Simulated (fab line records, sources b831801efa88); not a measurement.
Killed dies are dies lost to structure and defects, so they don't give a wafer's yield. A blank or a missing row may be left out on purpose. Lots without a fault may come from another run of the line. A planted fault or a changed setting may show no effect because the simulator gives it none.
Which tool did it? | flow gf180mcu | 14 lots, 42 wafers sampled, at 4 steps of a route of 602

WHAT THE GAUGES READ, wafer by wafer
GF_PSD_RS_MEAS_14: measures by four-point-probe. Usual: NSD_RS 46.17 ohm/sq, standard deviation 0.086.
lot  | measured     | on            | NSD_RS (ohm/sq)   | flag
L625 | day 14 10:01 | film_metro-03 | 45.96 46.05 46.05 |
L626 | day 14 20:26 | film_metro-03 | 46.23 46.19 46.20 |
L627 | day 15 04:13 | film_metro-03 | 46.17 46.26 46.22 |
L630 | day 16 09:49 | film_metro-02 | 46.31 46.22 46.37 |
L631 | day 16 15:50 | film_metro-02 | - - -             | OFF
L632 | day 17 04:22 | film_metro-02 | - - -             | OFF
L636 | day 18 10:13 | film_metro-02 | 46.26 46.23 46.24 |
L640 | day 19 21:46 | film_metro-02 | 46.25 46.21 46.22 |
L642 | day 21 03:57 | film_metro-02 | 46.26 46.05 46.26 |
L643 | day 21 01:40 | film_metro-01 | 46.22 46.09 46.02 |
L644 | day 21 08:16 | film_metro-03 | 46.13 46.10 46.23 |
L645 | day 21 18:37 | film_metro-03 | 46.22 46.18 46.21 |
L646 | day 22 07:39 | film_metro-02 | 46.17 46.18 46.16 |
L647 | day 22 09:00 | film_metro-02 | 46.22 46.21 46.18 |

GF_CONTACT_THK_MEAS_03. Usual: CONTACT_CVD_02_THK 862 nm, standard deviation 11.
lot  | measured     | on            | CONTACT_CVD_02_THK (nm) | flag
L625 | day 15 07:49 | film_metro-03 | 866 861 864             |
L626 | day 15 17:43 | film_metro-03 | 838 835 842             |
L627 | day 16 03:02 | film_metro-03 | 859 853 878             |
L630 | day 17 10:07 | film_metro-04 | 852 845 864             |
L636 | day 19 12:15 | film_metro-01 | 857 860 866             |
L640 | day 20 23:19 | film_metro-04 | 853 870 870             |
L642 | day 22 04:40 | film_metro-03 | 855 868 865             |
L643 | day 22 02:53 | film_metro-04 | 852 864 867             |
L644 | day 22 08:55 | film_metro-01 | 875 889 882             |
L645 | day 22 18:35 | film_metro-03 | 859 859 881             |
L646 | day 23 08:28 | film_metro-04 | 870 870 870             |
L647 | day 23 09:14 | film_metro-04 | 865 874 878             |

WHICH TOOL RAN EACH LOT (tool, then ch and the chambers of the sampled wafers, then the start)
lot  | GF_VT_IMPLANT_RTA_45             | GF_PSD_RTA_13
L625 | rtp_anneal-01 ch 0, day 7 16:58  | rtp_anneal-01 ch 0, day 14 09:55
L626 | rtp_anneal-01 ch 0, day 8 02:31  | rtp_anneal-02 ch 0, day 14 20:20
L627 | rtp_anneal-02 ch 0, day 8 06:59  | rtp_anneal-01 ch 0, day 15 04:08
L630 | rtp_anneal-02 ch 0, day 9 06:34  | rtp_anneal-01 ch 0, day 16 09:43
L631 | rtp_anneal-01 ch 0, day 9 13:44  | rtp_anneal-02, day 16 15:44
L632 | rtp_anneal-02 ch 0, day 10 00:01 | rtp_anneal-01, day 17 04:16
L636 | rtp_anneal-01 ch 0, day 10 22:46 | rtp_anneal-02 ch 0, day 18 10:08
L640 | rtp_anneal-01 ch 0, day 12 01:31 | rtp_anneal-02 ch 0, day 19 21:41
L642 | rtp_anneal-02 ch 0, day 12 18:14 | rtp_anneal-02 ch 0, day 21 03:51
L643 | rtp_anneal-01 ch 0, day 12 20:52 | rtp_anneal-01 ch 0, day 21 01:34
L644 | rtp_anneal-02 ch 0, day 13 05:58 | rtp_anneal-01 ch 0, day 21 08:11
L645 | rtp_anneal-01 ch 0, day 13 12:34 | rtp_anneal-02 ch 0, day 21 18:31
L646 | rtp_anneal-01 ch 0, day 13 17:14 | rtp_anneal-02 ch 0, day 22 07:34
L647 | rtp_anneal-01 ch 0, day 13 23:49 | rtp_anneal-01 ch 0, day 22 08:55
- GF_VT_IMPLANT_RTA_45: time 30 s.
- GF_PSD_RTA_13: time 20 s.

WHAT THE TOOLS THEMSELVES READ (means of the sampled wafers that have a number; where no wafer has one, the mark that the record gives instead)
GF_VT_IMPLANT_RTA_45. Usual: anneal_temp_c_max 1055.3, standard deviation 1.5; chamber_o2_ppm 1.995, standard deviation 0.022; lamp_power_pct 38 %, standard deviation 5.3; wafer_temp_C_max 1054.6, standard deviation 1.3.
lot  | tool          | anneal_temp_c_max | chamber_o2_ppm | lamp_power_pct (%) | wafer_temp_C_max | flag
L625 | rtp_anneal-01 | 1055.0            | 1.998          | 42                 | 1054.1           |
L626 | rtp_anneal-01 | 1054.3            | 1.992          | 42                 | 1053.7           |
L627 | rtp_anneal-02 | 1056.7            | 1.972          | 31                 | 1055.1           |
L630 | rtp_anneal-02 | 1056.4            | 1.960          | 31                 | 1056.6           |
L631 | rtp_anneal-01 | 1054.6            | 1.975          | 42                 | 1054.2           |
L632 | rtp_anneal-02 | 1057.1            | 1.994          | 31                 | 1054.7           |
L636 | rtp_anneal-01 | 1053.9            | 2.005          | 42                 | 1054.8           |
L640 | rtp_anneal-01 | 1054.2            | 2.008          | 42                 | 1053.1           |
L642 | rtp_anneal-02 | 1056.5            | 1.983          | 31                 | 1055.6           |
L643 | rtp_anneal-01 | 1054.7            | 2.012          | 42                 | 1053.1           |
L644 | rtp_anneal-02 | 1056.1            | 2.000          | 31                 | 1056.1           |
L645 | rtp_anneal-01 | 1054.9            | 2.000          | 42                 | 1055.0           |
L646 | rtp_anneal-01 | 1053.9            | 2.035          | 42                 | 1054.2           |
L647 | rtp_anneal-01 | 1054.0            | 2.022          | 42                 | 1053.1           |

GF_PSD_RTA_13. Usual: anneal_temp_c_max 1030.7, standard deviation 1.7; chamber_o2_ppm 1.996, standard deviation 0.023; lamp_power_pct 34 %, standard deviation 5.3; wafer_temp_C_max 1029.9, standard deviation 1.4.
lot  | tool          | anneal_temp_c_max | chamber_o2_ppm | lamp_power_pct (%) | wafer_temp_C_max | flag
L625 | rtp_anneal-01 | 1030.1            | 1.982          | 40                 | 1028.0           |
L626 | rtp_anneal-02 | 1032.7            | 1.999          | 29                 | 1031.0           |
L627 | rtp_anneal-01 | 1029.4            | 1.952          | 40                 | 1029.0           |
L630 | rtp_anneal-01 | 1027.9            | 1.975          | 40                 | 1028.4           |
L631 | rtp_anneal-02 | -                 | -              | -                  | -                | OFF
L632 | rtp_anneal-01 | -                 | -              | -                  | -                | OFF
L636 | rtp_anneal-02 | 1032.7            | 2.003          | 29                 | 1030.1           |
L640 | rtp_anneal-02 | 1031.3            | 2.001          | 29                 | 1030.5           |
L642 | rtp_anneal-02 | 1033.0            | 1.990          | 29                 | 1030.2           |
L643 | rtp_anneal-01 | 1029.9            | 1.996          | 40                 | 1029.0           |
L644 | rtp_anneal-01 | 1028.7            | 2.012          | 40                 | 1029.1           |
L645 | rtp_anneal-02 | 1032.7            | 2.016          | 29                 | 1030.4           |
L646 | rtp_anneal-02 | 1031.3            | 1.995          | 29                 | 1031.3           |
L647 | rtp_anneal-01 | 1029.7            | 1.977          | 40                 | 1028.1           |

THE ANSWER, worked out from the rows above alone
Rule: a lot is off if the mean of its wafers that have a number lies more than 3 standard deviations from the usual mean. A lot without any number at a reading at which 4 lots or more have one is off too. The other lots that the step has rows for count as sound. The gauges are gone through in route order, then the tools' own readings, and for those a lot's mean is taken as printed above. The first step at which some lot is off is used, and at that step the reading that is off furthest; a lot without a number counts as furthest.
Off: L631, L632, at GF_PSD_RS_MEAS_14 (NSD_RS). Without a number there: L631, L632.
A tool fits if, at a process step before that reading, it ran every lot that is off, and no sound lot after the first of them. The gauges at GF_PSD_RS_MEAS_14 aren't tried: what is off there is off at GF_PSD_RTA_13 too, on other tools, and a gauge's error can't cause that. None of those tried fits.

WHAT THE SIMULATOR HAD PUT IN
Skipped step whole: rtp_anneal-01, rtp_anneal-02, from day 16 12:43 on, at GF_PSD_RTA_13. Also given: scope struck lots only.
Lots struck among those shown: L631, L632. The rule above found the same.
